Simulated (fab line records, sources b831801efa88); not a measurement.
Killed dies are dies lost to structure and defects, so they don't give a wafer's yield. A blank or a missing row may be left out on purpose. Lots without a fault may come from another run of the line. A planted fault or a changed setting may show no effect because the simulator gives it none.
Which tool did it? | flow sky130 | 13 lots, 39 wafers sampled, at 3 steps of a route of 708

WHAT THE GAUGES READ, wafer by wafer
The record holds no reading of a measuring or inspecting step that can be judged against a usual standard deviation.

WHICH TOOL RAN EACH LOT (tool, then ch and the chambers of the sampled wafers, then the start)
lot  | SKY_VIA2_ETCH_15                   | SKY_VIA2_STRIP_16                    | SKY_PAD_OPEN_PROBE_99
L551 | rie_diel-03 ch 0,1,2, day 37 04:37 | plasma_asher-03 ch 0,1, day 37 04:41 | -
L552 | rie_diel-01 ch 0,1,3, day 37 08:59 | plasma_asher-03 ch 0,1, day 37 09:03 | -
L554 | rie_diel-01 ch 0,1,2, day 37 20:22 | plasma_asher-04 ch 0,1, day 37 20:26 | -
L555 | rie_diel-01 ch 2,3, day 38 00:32   | plasma_asher-03 ch 0,1, day 38 00:38 | -
L556 | rie_diel-04 ch 0,2,3, day 39 03:34 | plasma_asher-02 ch 0,1, day 39 03:40 | -
L557 | rie_diel-01 ch 1,2, day 39 05:35   | plasma_asher-02 ch 0,1, day 39 05:38 | prober-02, day 48 03:18
L558 | rie_diel-01 ch 0,2,3, day 39 07:59 | plasma_asher-04 ch 0,1, day 39 08:05 | -
L561 | rie_diel-03 ch 2,3, day 39 22:34   | plasma_asher-02 ch 0,1, day 39 22:40 | prober-02, day 48 16:58
L562 | rie_diel-04 ch 0,1, day 40 04:17   | plasma_asher-03 ch 0,1, day 40 04:23 | -
L566 | rie_diel-01 ch 0,1, day 41 09:49   | plasma_asher-04 ch 0,1, day 41 09:53 | -
L568 | rie_diel-01 ch 1,2, day 41 22:07   | plasma_asher-04 ch 0,1, day 41 22:11 | prober-01, day 50 01:01
L571 | rie_diel-03 ch 0,2, day 43 04:35   | plasma_asher-02 ch 0,1, day 43 04:38 | -
L572 | rie_diel-04 ch 0,1,3, day 43 04:46 | plasma_asher-03 ch 0,1, day 43 04:50 | -
- SKY_VIA2_ETCH_15: etches SiO2 in C4F8/O2/Ar, stops on TiN, target depth 546 nm, time 84 s.
- SKY_VIA2_STRIP_16: strips in O2/N2.
- SKY_PAD_OPEN_PROBE_99

WHAT THE TOOLS THEMSELVES READ (means of the sampled wafers that have a number; where no wafer has one, the mark that the record gives instead)
SKY_VIA2_ETCH_15.
lot  | tool        | bias_w (W) | oes_product_au (a.u.)
L551 | rie_diel-03 | 1199       | 0.939
L552 | rie_diel-01 | 1201       | 0.939
L554 | rie_diel-01 | 1203       | 0.938
L555 | rie_diel-01 | 1199       | 0.938
L556 | rie_diel-04 | 1202       | 0.935
L557 | rie_diel-01 | 1200       | 0.936
L558 | rie_diel-01 | 1200       | 0.941
L561 | rie_diel-03 | 1200       | 0.944
L562 | rie_diel-04 | 1200       | 0.934
L566 | rie_diel-01 | 1201       | 0.936
L568 | rie_diel-01 | 1199       | 0.943
L571 | rie_diel-03 | 1661       | 0.942
L572 | rie_diel-04 | 1199       | 0.933

SKY_VIA2_STRIP_16.
lot  | tool            | drypump_motor_current_A (A) | oes_product_au (a.u.) | strip_time_to_endpoint_s (s)
L551 | plasma_asher-03 | 5.9                         | 0.399                 | 4.02
L552 | plasma_asher-03 | 5.9                         | 0.398                 | 4.04
L554 | plasma_asher-04 | 6.5                         | 0.400                 | 4.03
L555 | plasma_asher-03 | 5.9                         | 0.401                 | 4.04
L556 | plasma_asher-02 | 5.7                         | 0.398                 | 4.04
L557 | plasma_asher-02 | 5.6                         | 0.397                 | 4.05
L558 | plasma_asher-04 | 6.5                         | 0.395                 | 4.04
L561 | plasma_asher-02 | 5.7                         | 0.399                 | 4.06
L562 | plasma_asher-03 | 5.6                         | 0.398                 | 4.08
L566 | plasma_asher-04 | 6.4                         | 0.398                 | 4.02
L568 | plasma_asher-04 | 6.6                         | 0.396                 | 4.03
L571 | plasma_asher-02 | 5.8                         | 0.396                 | 3.91
L572 | plasma_asher-03 | 5.6                         | 0.401                 | 4.08

SKY_PAD_OPEN_PROBE_99.
lot  | tool      | defect_limited_yield (%) | killed_at_M0_to_M3 | killed_at_M4_up | killed_at_contacts | killed_at_front_end | killed_at_other | killed_dies | killed_open | killed_short | sort_bin_3_pad_short (%) | sort_bin_5_function (%) | sort_bin_6_memory (%) | sort_n_pass | sort_yield_pct (%)
L557 | prober-02 | 80.7                     | 45                 | 3.3             | 29                 | 18                  | 0.3             | 95          | 54          | 40           | 0.9                      | 10.8                    | 7.6                   | 397         | 80.7
L561 | prober-02 | 80.6                     | 46                 | 4.3             | 24                 | 20                  | 0.3             | 95          | 52          | 43           | 0.4                      | 11.7                    | 7.2                   | 397         | 80.6
L568 | prober-01 | 83.6                     | 33                 | 1.7             | 27                 | 19                  | 0.0             | 81          | 43          | 37           | 0.2                      | 10.4                    | 5.8                   | 411         | 83.6

THE ANSWER, worked out from the rows above alone
Rule: what is usual is taken from the lots themselves. Put in order of their means at a reading, lots are off if they are a third of the lots or fewer, leave a main group of 4 or more, and stand apart from it by a gap of 3 or more times the standard deviation of the main group's means; of several such gaps the widest counts. A main group whose means are all the same, to the digits that the tables above print for the reading, isn't used. A lot without any number at a reading at which 4 lots or more have one is off too. The other lots that the step has rows for count as sound. The gauges are gone through in route order, then the tools' own readings, and for those a lot's mean is taken as printed above. The first step at which some lot is off is used, and at that step the reading that is off furthest; a lot without a number counts as furthest.
Off: L571, at SKY_VIA2_ETCH_15 (bias_w). The main group: mean 1200 W, standard deviation 1.2.
A tool fits if, at that step or a process step before it, it ran every lot that is off, and no sound lot after the first of them. One fits: rie_diel-03 at SKY_VIA2_ETCH_15. Its last sound lot is L561 (day 39 22:34), its first lot that is off L571 (day 43 04:35): a fault that began between those two fits.
The tool's own readings at SKY_VIA2_ETCH_15 bear it out: on the lots that are off they differ by more than 5 times the standard deviation of the sound lots' means. bias_w reads 1661 W there against 1200 W on the sound lots.

WHAT THE SIMULATOR HAD PUT IN
Process parameter drift: rie_diel-03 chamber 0, from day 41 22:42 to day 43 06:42, at SKY_VIA2_ETCH_15. Setting bias_w, moved by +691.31, from 1200. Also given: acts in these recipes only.
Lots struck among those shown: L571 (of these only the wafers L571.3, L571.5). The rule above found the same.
